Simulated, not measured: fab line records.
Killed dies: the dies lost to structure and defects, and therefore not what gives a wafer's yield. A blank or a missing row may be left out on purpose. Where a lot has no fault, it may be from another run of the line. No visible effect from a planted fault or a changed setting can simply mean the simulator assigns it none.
Which tool is to blame? -- flow gf180mcu -- 13 lots with 39 wafers sampled at 3 steps, on a route of 602 steps

== WHAT THE GAUGES SHOWED, per wafer ==
GF_V5_THK_MEAS_25: measures by xrf. Usual: V5_W_THK gives 368 nm (standard deviation 6).
lot,measured,on,V5_W_THK (nm),flag
L995,day 27 03:53,film_metro-04,379 374 372,
L996,day 28 03:06,film_metro-03,355 356 359,
L998,day 28 10:36,film_metro-04,369 368 370,
L997,day 28 13:22,film_metro-03,360 356 359,
L101,day 29 06:07,film_metro-03,363 367 367,
L102,day 29 17:52,film_metro-03,371 367 372,
L108,day 31 02:41,film_metro-02,372 371 376,
L109,day 31 10:56,film_metro-04,367 365 369,
L111,day 31 23:05,film_metro-02,369 366 372,
L112,day 32 03:50,film_metro-04,374 376 372,
L113,day 32 13:44,film_metro-04,369 369 366,
L114,day 32 16:46,film_metro-02,363 366 360,
L116,day 33 06:55,film_metro-02,368 361 371,

== EACH LOT AND THE TOOL THAT RAN IT (in order: tool; ch and the chambers of the sampled wafers; start) ==
lot,GF_V1_ETCH_17,GF_V5_CVD_23
L995,"rie_diel-03 ch 0,1, day 18 01:00","cvd_w-02 ch 0,1, day 27 03:38"
L996,"rie_diel-02 ch 0,1, day 19 04:00","cvd_w-01 ch 0,1, day 28 02:51"
L998,"rie_diel-02 ch 0,1, day 19 13:00","cvd_w-01 ch 0,1, day 28 10:22"
L997,"rie_diel-01 ch 0,2,3, day 19 17:00","cvd_w-01 ch 0,1, day 28 13:08"
L101,"rie_diel-01 ch 0,1,3, day 20 13:00","cvd_w-02 ch 0,1, day 29 05:53"
L102,"rie_diel-01 ch 1,2,3, day 21 03:00","cvd_w-01 ch 0,1, day 29 17:38"
L108,"rie_diel-02 ch 1,2,3, day 22 22:00","cvd_w-02 ch 0,1, day 31 02:26"
L109,"rie_diel-03 ch 1,2,3, day 23 06:00","cvd_w-02 ch 0,1, day 31 10:41"
L111,"rie_diel-01 ch 0,1,2, day 23 22:00","cvd_w-01 ch 0,1, day 31 22:52"
L112,"rie_diel-01 ch 0,1, day 24 04:00","cvd_w-02 ch 0,1, day 32 03:37"
L113,"rie_diel-02 ch 0,1,3, day 24 18:00","cvd_w-01 ch 0,1, day 32 13:29"
L114,"rie_diel-03 ch 0,1,3, day 24 22:00","cvd_w-02 ch 0,1, day 32 16:32"
L116,"rie_diel-03 ch 0,1,2, day 25 16:00","cvd_w-01 ch 0,1, day 33 06:41"
- GF_V1_ETCH_17: etches SiO2 in C4F8/O2/Ar, stops on TiN, target depth 630 nm.
- GF_V5_CVD_23: deposits W, target thk 350 nm, time 104.9 s.

== WHAT THE TOOLS THEMSELVES READ (means of the sampled wafers that have a number; where no wafer has one, the mark that the record gives instead) ==
GF_V1_ETCH_17. Usual: oes_product_au 0.855 a.u., standard deviation 0.0041; rf_fwd_power_W 1494 W, standard deviation 5.3.
lot,tool,oes_product_au (a.u.),rf_fwd_power_W (W),flag
L995,rie_diel-03,0.856,1496,
L996,rie_diel-02,0.859,1498,
L998,rie_diel-02,0.856,1498,
L997,rie_diel-01,0.853,1497,
L101,rie_diel-01,0.856,1495,
L102,rie_diel-01,0.853,1489,
L108,rie_diel-02,0.855,1491,
L109,rie_diel-03,0.856,1496,
L111,rie_diel-01,0.857,1485,
L112,rie_diel-01,0.855,1495,
L113,rie_diel-02,0.856,1496,
L114,rie_diel-03,0.854,1494,
L116,rie_diel-03,0.855,1502,

GF_V5_CVD_23. Usual: heater_power_w at 882 W, with a standard deviation of 78.
lot,tool,heater_power_w (W),flag
L995,cvd_w-02,819,
L996,cvd_w-01,903,
L998,cvd_w-01,961,
L997,cvd_w-01,948,
L101,cvd_w-02,830,
L102,cvd_w-01,935,
L108,cvd_w-02,830,
L109,cvd_w-02,829,
L111,cvd_w-01,901,
L112,cvd_w-02,829,
L113,cvd_w-01,951,
L114,cvd_w-02,802,
L116,cvd_w-01,940,

== THE ANSWER, worked out from the rows above alone ==
Rule: lot off if the mean of its wafers having a number is beyond 3 standard deviations from the usual mean. A lot without any number at a reading at which 4 lots or more have one is off too. Where the step has rows for the other lots, those lots are counted as sound. The gauges are gone through in route order, then the tools' own readings, and for those a lot's mean is taken as printed above. The first step at which some lot is off is used, and at that step the reading that is off furthest; a lot without a number counts as furthest.
No lot is off at any reading shown: from this, nothing can be told.

== WHAT THE SIMULATOR HAD PUT IN ==
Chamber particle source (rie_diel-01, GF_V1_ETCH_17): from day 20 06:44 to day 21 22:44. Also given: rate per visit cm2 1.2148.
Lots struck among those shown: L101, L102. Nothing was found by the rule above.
